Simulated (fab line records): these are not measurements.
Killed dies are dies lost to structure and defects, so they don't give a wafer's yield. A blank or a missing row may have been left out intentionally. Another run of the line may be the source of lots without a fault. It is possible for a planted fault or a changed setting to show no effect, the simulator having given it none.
One fault seen from 2 desks    flow sky130    each desk holds nothing but its own numbers, with what lay behind them at the end

== FOR THE TOOL OWNER'S DESK: rieMetal-02 ==
The tool's own readings at SKY_LOCAL_INTERCONNECT_ETCH_13 (etches BARC in N2/H2, stops on SiO2, time 45.9 s, target depth 60 nm): means of the sampled wafers that have a number, for each lot that ran on this tool. If a lot's mean is further than 4 standard deviations from the usual mean, the lot is out of limits and carries the mark OUT (the distance appears in the brackets).
Columns: A = drypumpMotorCurrentA at SKY_LOCAL_INTERCONNECT_ETCH_13, usual 6.3 A; B = oesProductAu at SKY_LOCAL_INTERCONNECT_ETCH_13, usual 0.855 a.u.; C = rfFwdPowerW at SKY_LOCAL_INTERCONNECT_ETCH_13, usual 495.2 W; D = throttleValvePct at SKY_LOCAL_INTERCONNECT_ETCH_13, usual 13.225 %
lot   first seen here  A    B      C      D
L846  day 31 01:37     6.6  0.850  494.4  13.226
L858  day 35 02:29     6.5  0.859  494.8  13.230
L861  day 36 08:06     6.6  0.854  495.1  13.214
L866  day 38 01:44     6.6  0.855  495.1  13.232
L862  day 38 04:38     6.6  0.860  493.5  13.220
Finding of this desk: none of the 5 lots has anything out of limits.

== METROLOGY DESK ==
What the gauges read, lot by lot, whatever tool the lot ran on: means of the sampled wafers that have a number. If a lot's mean is further than 4 standard deviations from the usual mean, the lot is out of limits and carries the mark OUT (the distance appears in the brackets).
Columns: A = cdNm at SKY_LOCAL_INTERCONNECT_CD_MEAS_11, usual 169.9 nm; B = CONTACT_OVL at SKY_CONTACT_OVL_MEAS_15, usual -1 nm
lot   first seen here  A      B
L846  day 31 01:27     169.5  -6
L847  day 31 08:31     168.0  -0
L855  day 34 02:20     167.9  -1
L857  day 34 16:41     167.2  2
L858  day 35 02:19     170.2  -2
L859  day 35 07:38     169.1  -1
L861  day 36 07:59     170.9  -3
L863  day 38 00:50     173.0  3
L866  day 38 01:35     169.8  -2
L864  day 38 02:32     169.1  -10
L862  day 38 04:28     171.0  2
L865  day 38 08:25     170.7  -2
Finding of this desk: none of the 12 lots has anything out of limits.

== ALL TOGETHER ==
The tool owner's desk saw nothing out of limits.
At the metrology desk, nothing out of limits was observed.

== WHAT HAD BEEN PUT IN BY THE SIMULATOR ==
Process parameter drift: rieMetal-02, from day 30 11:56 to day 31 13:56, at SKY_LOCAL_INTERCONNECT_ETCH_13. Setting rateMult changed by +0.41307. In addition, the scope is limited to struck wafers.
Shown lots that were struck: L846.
